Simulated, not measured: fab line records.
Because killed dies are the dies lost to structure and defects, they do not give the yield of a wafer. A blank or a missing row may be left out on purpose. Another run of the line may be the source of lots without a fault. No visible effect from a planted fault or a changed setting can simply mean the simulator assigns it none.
The same fault as seen by 2 desks	flow gf180mcu	each desk has only its own numbers; what lay behind them comes last

== FROM THE METROLOGY DESK ==
What the gauges read, lot by lot, whatever tool the lot ran on: means of the sampled wafers that have a number. The brackets show how far a lot's mean lies from the usual mean; more than 4 standard deviations puts the lot out of limits, marked OUT.
Columns: A = STI_OXIDATION_THK at GF_STI_THK_MEAS_02, usual 10.02 nm; B = STI_OXIDATION_01_THK at GF_STI_THK_MEAS_22, usual 15.1 nm; C = MVPSD_RS at GF_VT_IMPLANT_RS_MEAS_49, usual 1168.8 ohm/sq; D = V1_OVL at GF_V1_OVL_MEAS_15, usual 3 nm
lot	first seen here	A	B	C	D
L228	day 1 11:31	9.62	16.2	1166.8	-1
L229	day 1 16:31	10.13	14.7	1167.0	1
L230	day 1 22:06	10.17	15.0	1169.8	2
L231	day 2 02:31	9.80	15.0	1167.6	10
L232	day 2 08:49	10.06	15.6	1168.6	1
L233	day 2 12:31	10.08	15.1	1170.9	-3
L234	day 2 17:56	10.05	14.6	1167.9	6
L235	day 2 22:42	10.05	15.5	1171.5	2
L243	day 4 15:11	9.96	15.3	1175.3	6
L245	day 5 00:31	10.14	14.6	1170.7	6
L248	day 5 16:32	10.35	15.7	1164.5	5
L250	day 6 01:34	9.75	15.0	1166.7	-8
This desk's finding: nothing out of limits on any of the 12 lots.

== AT THE TOOL OWNER'S DESK: implanter-01 ==
The tool's own readings at GF_MVPSD_IMPLANT_08: means of the sampled wafers that have a number, for each lot that ran on this tool. The brackets show how far a lot's mean lies from the usual mean; more than 4 standard deviations puts the lot out of limits, marked OUT.
Columns: A = tilt_deg at GF_MVPSD_IMPLANT_08, usual -0.001 degrees
lot	first seen here	A
L231	day 5 17:25	-0.011
L233	day 6 04:52	-0.019
L243	day 8 20:28	-0.030
L245	day 9 07:31	0.012
This desk's finding: nothing out of limits on any of the 4 lots.

== ALL TOGETHER ==
From the metrology desk's view, nothing was out of limits.
The desk of the tool owner found nothing out of limits.

== WHAT THE SIMULATOR PUT IN ==
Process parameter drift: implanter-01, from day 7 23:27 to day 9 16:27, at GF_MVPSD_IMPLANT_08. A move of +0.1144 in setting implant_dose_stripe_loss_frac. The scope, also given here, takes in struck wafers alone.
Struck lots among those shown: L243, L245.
